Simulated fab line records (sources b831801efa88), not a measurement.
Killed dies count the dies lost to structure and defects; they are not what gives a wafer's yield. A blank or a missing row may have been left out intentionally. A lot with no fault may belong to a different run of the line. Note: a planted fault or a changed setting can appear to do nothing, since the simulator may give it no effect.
Comparing a struck lot with a sound one + flow sfqLine + 13 out of 325 route steps
Sound: the wafers L869.3, L869.4, L869.5. Wafers struck: L879.1, L879.2, L879.4. Last of all comes the cause.
Order at every step that has rows: each side's tool, ch and its chambers, its first start. Under that, the readings that differ: sound wafers + struck wafers + difference of the means + sigmas: that difference in standard deviations of wafers without a fault.
alike: readings with means less than 2 such deviations apart, plus words and numbers identical on both sides. not compared: withheld readings, readings lacking a value on some wafer, bounds such as >300 that could conceal the same value, and numbers that have no deviation in the record and whose values overlap.
The two part at a step that has a row with sigmas, a row that says differs or no value, or rows on one side only. Non-overlapping numbers with no deviation appear without sigmas and do not part them. A reading that every wafer of one side lacks parts them only if that side has two wafers or more.

SFQ_TRILAYER_I6_VIA_BARC_OPEN_VIA_ETCH_235: etches BARC in O2, target depth 125 nm, time 41.7 s.
  sound on rieDiel-04 ch 1,2, day 76 17:22; struck on rieDiel-04 ch 0,2,3, day 82 14:56
  alike: drypumpMotorCurrentA, oesProductAu
  not compared: rfHoursCounterH
SFQ_TRILAYER_I6_VIA_ETCH_VIA_ETCH_172: etches SiO2 in CHF3, stops on Nb, target depth 260 nm.
  sound on rieDiel-04 ch 1,2, day 76 17:25; struck on rieDiel-04 ch 0,2,3, day 82 14:58
  alike: drypumpMotorCurrentA, oesProductAu
SFQ_TRILAYER_I6_VIA_STRIP_STRIP_173: strips in O2.
  sound on rieMetal-02 ch 0,1, day 76 17:43; struck on rieMetal-01 ch 0,1, day 82 15:05
  alike: drypumpMotorCurrentA, oesProductAu
  not compared: rfHoursCounterH
then, 2 steps without rows for these wafers: SFQ_TRILAYER_I6_VIA_STRIP_SOLV_CLEAN_174 (cleans in NMP, time 600 s); SFQ_TRILAYER_M7_DEP_PRE_CLEAN_176 (time 22.5 s).
SFQ_TRILAYER_M7_DEP_SPUTTER_175: material Nb, target thk 200 nm, time 133.3 s.
  sound: pvdSputter-06 at day 76 18:19; struck: pvdSputter-04 at day 82 16:05
| reading              | sound          | struck         | difference | sigmas |
|----------------------|----------------|----------------|------------|--------|
| throttleValvePct (%) | 29.8 28.4 28.5 | 30.9 30.5 30.8 | +1.8       | +2     |
SFQ_M7_RS_MEAS_943: the measuring method here is four-point-probe.
  sound: filmMetro-02 at day 76 18:27; struck: filmMetro-01 at day 82 16:11
  alike: M7_NB_RS
then, 4 steps without rows for these wafers: SFQ_TRILAYER_M7_LITHO_COAT_182 (resist thk 62 nm); SFQ_TRILAYER_M7_LITHO_COAT_177 (resist thk 600 nm); SFQ_TRILAYER_M7_LITHO_SOFTBAKE_181; SFQ_TRILAYER_M7_LITHO_EXPOSE_178 (exposes mask M7, target cd 500 nm).
SFQ_TRILAYER_M7_LITHO_PEB_180: peb time 60 s.
  struck on lithoTrack-03, day 82 18:19; sound on lithoTrack-03 ch 0, day 76 20:35
  no value came back on the struck wafers for chillPlateTempC (C), exhaustPa (Pa), pebTimeS (s); on the sound wafers chillPlateTempC (C) reads 23.01 23.15 23.09
then, 1 step without rows for these wafers: SFQ_TRILAYER_M7_LITHO_DEVELOP_179 (time 60 s).

== WHERE THEY PART ==
Last at SFQ_TRILAYER_M7_LITHO_PEB_180 as far as this record goes, first at SFQ_TRILAYER_M7_DEP_SPUTTER_175.

WHY: whatever the simulator had introduced
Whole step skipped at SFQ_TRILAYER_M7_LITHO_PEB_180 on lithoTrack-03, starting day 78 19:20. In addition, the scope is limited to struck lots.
